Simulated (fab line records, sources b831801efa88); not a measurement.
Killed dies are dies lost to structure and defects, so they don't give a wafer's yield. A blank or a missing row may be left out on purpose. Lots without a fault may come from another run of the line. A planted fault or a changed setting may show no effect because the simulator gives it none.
Which tool did it? | flow sky130 | 14 lots, 42 wafers sampled, at 2 steps of a route of 708

WHAT THE GAUGES READ, wafer by wafer
SKY_VT_ADJUST_HVTP_CD_MEAS_07: target cd 380 nm.
lot  | measured     | on        | cd_nm (nm)
L705 | day 6 01:14  | cd_sem-02 | 380.2 381.3 380.2
L706 | day 6 13:10  | cd_sem-01 | 382.4 383.2 384.9
L707 | day 6 16:52  | cd_sem-01 | 378.0 378.3 378.4
L708 | day 6 21:29  | cd_sem-01 | 385.0 384.3 382.8
L709 | day 7 04:53  | cd_sem-01 | 380.6 379.1 378.8
L710 | day 7 11:24  | cd_sem-02 | 377.3 376.6 381.0
L711 | day 7 19:05  | cd_sem-01 | 380.7 380.7 380.4
L714 | day 8 09:28  | cd_sem-02 | 376.5 373.4 375.4
L715 | day 8 16:53  | cd_sem-02 | 376.8 377.9 377.2
L717 | day 9 07:16  | cd_sem-02 | 383.0 381.8 381.6
L724 | day 11 02:55 | cd_sem-01 | 376.5 372.9 378.0
L726 | day 11 11:56 | cd_sem-02 | 385.9 383.7 380.7
L727 | day 11 22:10 | cd_sem-01 | 371.9 370.0 368.5
L728 | day 12 05:41 | cd_sem-01 | 377.7 377.5 376.9

WHICH TOOL RAN EACH LOT (tool, then ch and the chambers of the sampled wafers, then the start)
lot  | SKY_VT_ADJUST_HVTP_DEVELOP_06
L705 | litho_track-03 ch 0, day 6 01:05
L706 | litho_track-03 ch 0, day 6 13:02
L707 | litho_track-02 ch 0, day 6 16:43
L708 | litho_track-03 ch 0, day 6 21:20
L709 | litho_track-03 ch 0, day 7 04:44
L710 | litho_track-02 ch 0, day 7 11:16
L711 | litho_track-03 ch 0, day 7 18:56
L714 | litho_track-02 ch 0, day 8 09:19
L715 | litho_track-03 ch 0, day 8 16:44
L717 | litho_track-02 ch 0, day 9 07:07
L724 | litho_track-02 ch 0, day 11 02:46
L726 | litho_track-01 ch 0, day 11 11:48
L727 | litho_track-02 ch 0, day 11 22:02
L728 | litho_track-03 ch 0, day 12 05:32
- SKY_VT_ADJUST_HVTP_DEVELOP_06: develop time 60 s.

WHAT THE TOOLS THEMSELVES READ (means of the sampled wafers that have a number; where no wafer has one, the mark that the record gives instead)
SKY_VT_ADJUST_HVTP_DEVELOP_06.
lot  | tool           | developer_temp_C (C) | exhaust_pa (Pa)
L705 | litho_track-03 | 22.93                | 46.0
L706 | litho_track-03 | 23.03                | 44.6
L707 | litho_track-02 | 23.05                | 45.4
L708 | litho_track-03 | 23.04                | 45.7
L709 | litho_track-03 | 23.11                | 44.4
L710 | litho_track-02 | 22.98                | 45.9
L711 | litho_track-03 | 22.90                | 43.8
L714 | litho_track-02 | 22.92                | 45.7
L715 | litho_track-03 | 23.07                | 44.4
L717 | litho_track-02 | 22.99                | 44.4
L724 | litho_track-02 | 25.27                | 45.0
L726 | litho_track-01 | 23.16                | 45.1
L727 | litho_track-02 | 25.26                | 44.0
L728 | litho_track-03 | 23.02                | 43.6

THE ANSWER, worked out from the rows above alone
Rule: what is usual is taken from the lots themselves. Put in order of their means at a reading, lots are off if they are a third of the lots or fewer, leave a main group of 4 or more, and stand apart from it by a gap of 3 or more times the standard deviation of the main group's means; of several such gaps the widest counts. A main group whose means are all the same, to the digits that the tables above print for the reading, isn't used. A lot without any number at a reading at which 4 lots or more have one is off too. The other lots that the step has rows for count as sound. The gauges are gone through in route order, then the tools' own readings, and for those a lot's mean is taken as printed above. The first step at which some lot is off is used, and at that step the reading that is off furthest; a lot without a number counts as furthest.
Off: L724, L727, at SKY_VT_ADJUST_HVTP_DEVELOP_06 (developer_temp_C). The main group: mean 23.02 C, standard deviation 0.074.
A tool fits if, at that step or a process step before it, it ran every lot that is off, and no sound lot after the first of them. One fits: litho_track-02 at SKY_VT_ADJUST_HVTP_DEVELOP_06. Its last sound lot is L717 (day 9 07:07), its first lot that is off L724 (day 11 02:46): a fault that began between those two fits.
The tool's own readings at SKY_VT_ADJUST_HVTP_DEVELOP_06 bear it out: on the lots that are off they differ by more than 5 times the standard deviation of the sound lots' means. developer_temp_C reads 25.27 C there against 23.02 C on the sound lots.

WHAT THE SIMULATOR HAD PUT IN
Process parameter drift: litho_track-02, from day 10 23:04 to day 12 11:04, at SKY_VT_ADJUST_HVTP_DEVELOP_06. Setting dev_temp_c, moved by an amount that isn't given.
Lots struck among those shown: L724, L727. The rule above found the same.
